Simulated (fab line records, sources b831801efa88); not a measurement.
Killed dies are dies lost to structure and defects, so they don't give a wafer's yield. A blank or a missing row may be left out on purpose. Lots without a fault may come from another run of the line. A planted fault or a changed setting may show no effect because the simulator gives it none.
fab line records | flow sky130 | part 2 of 2: steps 42 to 42 of 42
record lots=6 wafers=18 last_day=49
route steps=708 shown SD_N@343 SD_P@359 RES_XHIGH@360 SALICIDE@361 LI_CONTACT@362 PAD_OPEN@708
lots that met no fault: from a run of the same line without faults
start_h: hours from the record's first day to the start of the lot's first wafer shown | wait_h: hours since the lot's step before | " the same as in the row above | L1.1+2: a row that stands for several wafers | - no value, or no start given | * or withheld: withheld | < > ~ a bound
route shown NAME@n: a module of which the file shows steps, and the number in the route of the first | usual: mean/standard deviation of fault-free wafers | same: alike in all rows | chamber/n: place in a boat | sites: the reading at each site | _std_site: their standard deviation | _edge_site: outer sites' mean less inner sites' | radius_mm: how far each site lies from the wafer's centre | mask NAME#n: copy n | behind: the tool/chamber that last shaped the wafer | hold: why the lot was held/for how many hours/how that ended | device: the transistor (n, p or np) that didn't switch | end of line: the same wafers' tests at the end of the route | a step without rows: its recipe alone | killed: dies lost to structure and defects at the first sort, not the wafer's yield | map: a wafer's dies, x killed, . not, _ none there
set.NAME: the setting as run; set.NAME@STEP: as run at that earlier step | model.NAME: the simulator's own value behind a step, which no gauge read
lots at some steps of the route; a table a step, a row a wafer
services: from which hour (start_h, from the record's first day; less than 0 if before it) a tool's chamber was out of use, for how many hours, and why
## steps
# step SKY_PAD_OPEN_PROBE_99
# usual killed_at_M0_to_M3=44/7.2 killed_at_M4_up=3.0/1.9 killed_at_contacts=25/4.8 killed_at_front_end=16/4.2 killed_at_other=0.2/0.44 killed_dies=88/9.3 killed_open=48/7.1 killed_short=40/6.5
# same gross_dies=492 killed_at_back_side=0
# columns lot.wafer tool chamber start_h wait_h killed_at_M0_to_M3 killed_at_M4_up killed_at_contacts killed_at_front_end killed_at_other killed_dies killed_open killed_short model.etest.diode_nwell_sub.leak_log10_a_cm2 model.etest.diode_dnwell_sub.leak_log10_a_cm2 model.etest.diode_pwell_dnwell.leak_log10_a_cm2 model.etest.cap_ono.gate_bv_v model.etest.cap_thick_oxide.gate_bv_v model.etest.diode_ndiff_pwell_hv.leak_log10_a_cm2 model.etest.diode_pdiff_nwell_hv.leak_log10_a_cm2 model.etest.diode_ndiff_pwell.leak_log10_a_cm2
L676.4 prober-01 - 1086.81 0.2 35 1 21 10 1 68 40 28 -7.221 -7.155 -7.691 16.63 15.48 -6.529 -6.653 -7.224
L676.5 prober-01 - 1086.86 0.2 21 3 29 19 0 72 38 34 -7.217 -7.64 -7.622 16.46 15.47 -6.569 -6.697 -7.28
L676.6 prober-01 - 1086.91 0.2 49 3 34 19 0 105 55 50 -7.262 -7.317 -7.646 16.51 15.36 -6.625 -6.506 -7.438
L678.1 prober-02 - 1098.41 0.1 40 5 20 16 0 81 39 42 -7.513 -7.144 -7.541 16.24 15.89 -6.438 -6.929 -7.297
L678.3 prober-02 - 1098.51 0.2 45 6 27 11 0 89 47 42 -7.334 -7.521 -7.618 16.21 16.14 -6.642 -6.577 -7.323
L678.6 prober-02 - 1098.66 0.2 56 1 15 19 0 91 53 38 -7.223 -7.51 -7.732 16.69 16.11 -6.623 -6.456 -7.312
L677.1 prober-01 - 1099.91 0.1 52 2 22 21 0 97 53 44 -7.326 -7.205 -7.627 16.29 16.02 -6.794 -6.531 -7.537
L677.3 prober-01 - 1100.01 0.2 52 2 23 14 0 91 47 44 -7.383 -7.018 -7.589 16.14 15.66 -6.651 -6.654 -7.128
L677.5 prober-01 - 1100.11 0.2 53 3 31 14 1 102 63 39 -7.493 -7.411 -7.373 16.76 15.58 -6.913 -6.751 -7.519
L688.1 prober-01 - 1154.10 0.1 36 1 29 14 0 80 37 43 -4.778 -5.354 -5.407 14.7 14.11 -5.073 -5.109 -5.889
L688.3 prober-01 - 1154.20 0.2 44 5 26 21 0 96 40 56 -5.141 -5.082 -5.123 14.25 14.44 -5.194 -5.1 -5.833
L688.5 prober-01 - 1154.30 0.2 38 2 36 10 0 86 48 38 -4.983 -4.927 -5.524 14.17 14.41 -5.079 -5.147 -5.634
L689.3 prober-02 - 1166.25 0.2 50 4 21 15 0 90 49 41 -4.979 -5.162 -5.341 14.59 14.2 -5.065 -5.205 -5.627
L689.4 prober-02 - 1166.30 0.2 35 3 29 21 1 89 50 39 -5.258 -5.199 -5.605 14.71 14.41 -5.087 -4.971 -5.655
L689.5 prober-02 - 1166.35 0.2 40 1 27 12 0 80 42 38 -5.184 -4.839 -5.712 14.61 13.76 -5.096 -5.112 -5.506
L692.1 prober-01 - 1173.09 0.1 48 2 24 15 0 89 37 52 -7.269 -7.084 -7.684 16.58 16.2 -6.162 -6.691 -7.572
L692.5 prober-01 - 1173.29 0.2 42 0 23 10 0 75 44 31 -7.552 -7.211 -7.461 16.77 15.94 -6.698 -6.745 -7.322
L692.6 prober-01 - 1173.34 0.2 53 1 31 16 1 102 53 49 -7.372 -7.231 -7.724 16.66 15.65 -6.684 -6.735 -7.036
# killed by level:class
L676.4 CONTACT:geometric_particle:open=9 VIA1:geometric_particle:open=7 METAL2:geometric_particle:short=7 CONTACT:geometric_particle:short=6 VIA2:geometric_particle:open=6 VIA3:geometric_particle:open=4 POLY_GATE:geometric_particle:open=3 METAL1:geometric_particle:short=3
L676.5 CONTACT:geometric_particle:open=10 LI_CONTACT:geometric_particle:open=8 LOCAL_INTERCONNECT:geometric_particle:short=6 FIELD_ISO:geometric_particle:short=5 POLY_GATE:geometric_particle:short=5 POLY_CUT:geometric_particle:open=4 METAL2:geometric_particle:short=4 FIELD_ISO:geometric_particle:open=3
L676.6 CONTACT:geometric_particle:open=11 VIA1:geometric_particle:open=10 CONTACT:geometric_particle:short=9 METAL2:geometric_particle:short=8 LI_CONTACT:geometric_particle:open=6 VIA3:geometric_particle:open=6 VIA2:geometric_particle:short=5 VIA2:geometric_particle:open=5
L678.1 VIA1:geometric_particle:open=11 LOCAL_INTERCONNECT:geometric_particle:short=6 METAL2:geometric_particle:short=5 POLY_GATE:geometric_particle:short=5 METAL1:geometric_particle:short=5 VIA2:geometric_particle:open=5 VIA3:geometric_particle:open=5 FIELD_ISO:geometric_particle:short=4
L678.3 VIA1:geometric_particle:open=13 CONTACT:geometric_particle:open=9 VIA2:geometric_particle:open=8 FIELD_ISO:geometric_particle:short=6 LI_CONTACT:geometric_particle:open=5 LOCAL_INTERCONNECT:geometric_particle:short=5 METAL2:geometric_particle:short=5 METAL4:geometric_particle:short=5
L678.6 VIA1:geometric_particle:open=20 VIA2:geometric_particle:open=8 VIA3:geometric_particle:open=7 METAL2:geometric_particle:short=6 POLY_GATE:geometric_particle:short=5 CONTACT:geometric_particle:open=5 FIELD_ISO:geometric_particle:short=4 LI_CONTACT:geometric_particle:open=4
L677.1 VIA1:geometric_particle:open=14 VIA2:geometric_particle:short=7 LI_CONTACT:geometric_particle:open=7 CONTACT:geometric_particle:short=7 VIA2:geometric_particle:open=7 METAL2:geometric_particle:short=6 FIELD_ISO:geometric_particle:short=5 FIELD_ISO:geometric_particle:open=5
L677.3 VIA1:geometric_particle:open=11 METAL2:geometric_particle:short=11 CONTACT:geometric_particle:open=8 VIA3:geometric_particle:open=7 LI_CONTACT:geometric_particle:open=6 POLY_GATE:geometric_particle:short=5 VIA2:geometric_particle:open=5 POLY_GATE:geometric_particle:open=4
L677.5 CONTACT:geometric_particle:open=12 VIA1:geometric_particle:open=12 LI_CONTACT:geometric_particle:open=10 VIA2:geometric_particle:open=10 VIA3:geometric_particle:open=8 VIA1:geometric_particle:short=5 CONTACT:geometric_particle:short=5 METAL1:geometric_particle:short=5
L688.1 LI_CONTACT:geometric_particle:short=7 LI_CONTACT:geometric_particle:open=7 CONTACT:geometric_particle:open=6 VIA1:geometric_particle:short=6 FIELD_ISO:geometric_particle:short=5 CONTACT:geometric_particle:short=5 VIA2:geometric_particle:open=5 VIA3:geometric_particle:open=5
L688.3 FIELD_ISO:geometric_particle:short=9 VIA1:geometric_particle:short=8 CONTACT:geometric_particle:open=7 METAL1:geometric_particle:short=7 VIA1:geometric_particle:open=7 LI_CONTACT:geometric_particle:open=6 LOCAL_INTERCONNECT:geometric_particle:short=6 VIA3:geometric_particle:open=6
L688.5 LOCAL_INTERCONNECT:geometric_particle:short=11 VIA1:geometric_particle:open=10 LI_CONTACT:geometric_particle:open=9 CONTACT:geometric_particle:open=8 METAL1:geometric_particle:short=7 POLY_GATE:geometric_particle:open=6 CONTACT:geometric_particle:short=6 VIA3:geometric_particle:open=6
L689.3 VIA1:geometric_particle:open=10 METAL1:geometric_particle:short=8 CONTACT:geometric_particle:open=8 FIELD_ISO:geometric_particle:open=6 VIA2:geometric_particle:open=6 LOCAL_INTERCONNECT:geometric_particle:short=6 VIA1:geometric_particle:short=5 VIA2:geometric_particle:short=5
L689.4 LI_CONTACT:geometric_particle:open=10 CONTACT:geometric_particle:open=8 FIELD_ISO:geometric_particle:open=7 VIA1:geometric_particle:open=7 FIELD_ISO:geometric_particle:short=6 VIA2:geometric_particle:open=6 CONTACT:geometric_particle:short=5 METAL1:geometric_particle:short=4
L689.5 VIA1:geometric_particle:open=12 CONTACT:geometric_particle:open=10 CONTACT:geometric_particle:short=7 METAL2:geometric_particle:short=5 METAL1:geometric_particle:short=5 VIA1:geometric_particle:short=5 VIA3:geometric_particle:open=5 FIELD_ISO:geometric_particle:short=4
L692.1 CONTACT:geometric_particle:open=11 METAL2:geometric_particle:short=9 METAL1:geometric_particle:short=8 POLY_GATE:geometric_particle:short=5 VIA2:geometric_particle:open=5 VIA2:geometric_particle:short=5 VIA3:geometric_particle:short=5 FIELD_ISO:geometric_particle:short=4
L692.5 VIA1:geometric_particle:open=13 CONTACT:geometric_particle:open=8 METAL1:geometric_particle:short=7 VIA3:geometric_particle:open=7 LI_CONTACT:geometric_particle:open=6 VIA2:geometric_particle:open=5 FIELD_ISO:geometric_particle:short=4 LOCAL_INTERCONNECT:geometric_particle:short=4
L692.6 CONTACT:geometric_particle:open=11 VIA1:geometric_particle:open=11 VIA2:geometric_particle:open=8 METAL1:geometric_particle:short=8 FIELD_ISO:geometric_particle:open=7 LOCAL_INTERCONNECT:geometric_particle:short=5 CONTACT:geometric_particle:short=5 METAL2:geometric_particle:short=5
## services
# columns tool chamber start_h hours kind
plasma_asher-03 - 646.87 0.6 repair
rie_diel-01 - 650.90 0.3 repair
rie_diel-01 2 676.88 3.9 repair
rie_diel-04 2 677.80 - clean
rie_diel-04 2 677.80 23.3 scheduled_down
rie_diel-04 2 677.80 23.3 vent_cycle
pvd_sputter-03 - 678.75 2.7 repair
wet_bench-04 - 686.16 3.4 repair
rie_diel-01 - 686.83 2.8 pm
plasma_asher-01 - 701.64 20.0 pm
rie_diel-04 3 701.99 23.6 repair
rie_diel-01 2 719.80 6.3 repair
rie_diel-04 1 725.20 24.6 repair
wet_bench-04 - 729.96 3.0 repair
pvd_sputter-03 - 732.93 1.7 repair
wet_bench-03 - 733.25 7.2 repair
plasma_asher-01 - 733.75 9.0 pm
plasma_asher-03 - 734.96 14.6 pm
pvd_sputter-02 - 735.33 0.7 repair
plasma_asher-01 - 736.25 8.4 repair
rie_diel-02 2 751.17 12.6 repair
rie_diel-02 1 804.19 5.4 repair
rie_diel-04 3 811.65 16.3 repair
rie_diel-01 2 813.37 1.3 repair
## key
first_sign none at tools or gauges
model_effect step=SKY_PAD_OPEN_PROBE_99 value=etest.diode_nwell_sub.leak_log10_a_cm2 without=-7.312 struck=-5.054
met_at SKY_SD_N_CLEAN_13
struck_wafers L688.1,L688.3,L688.5,L689.3,L689.4,L689.5
tester_left_out L688,L689
onset_between 678.22 758.95
also_fits SKY_SD_N_STRIP_11:plasma_asher-03
fault kind=metallic_contamination_source tool=wet_bench-01 chamber=- onset_h=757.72 steps=SKY_SD_N_CLEAN_13 rate_cm2_per_visit=7.1729e+12 species=metal_fe_cm2
# tester_left_out: of these lots the tester's yield and bins aren't shown, on N5 and GAA mostly nor the transistor test; their killed dies are dies lost to structure and defects alone, not to doping, threshold or leakage, so they don't give the yield
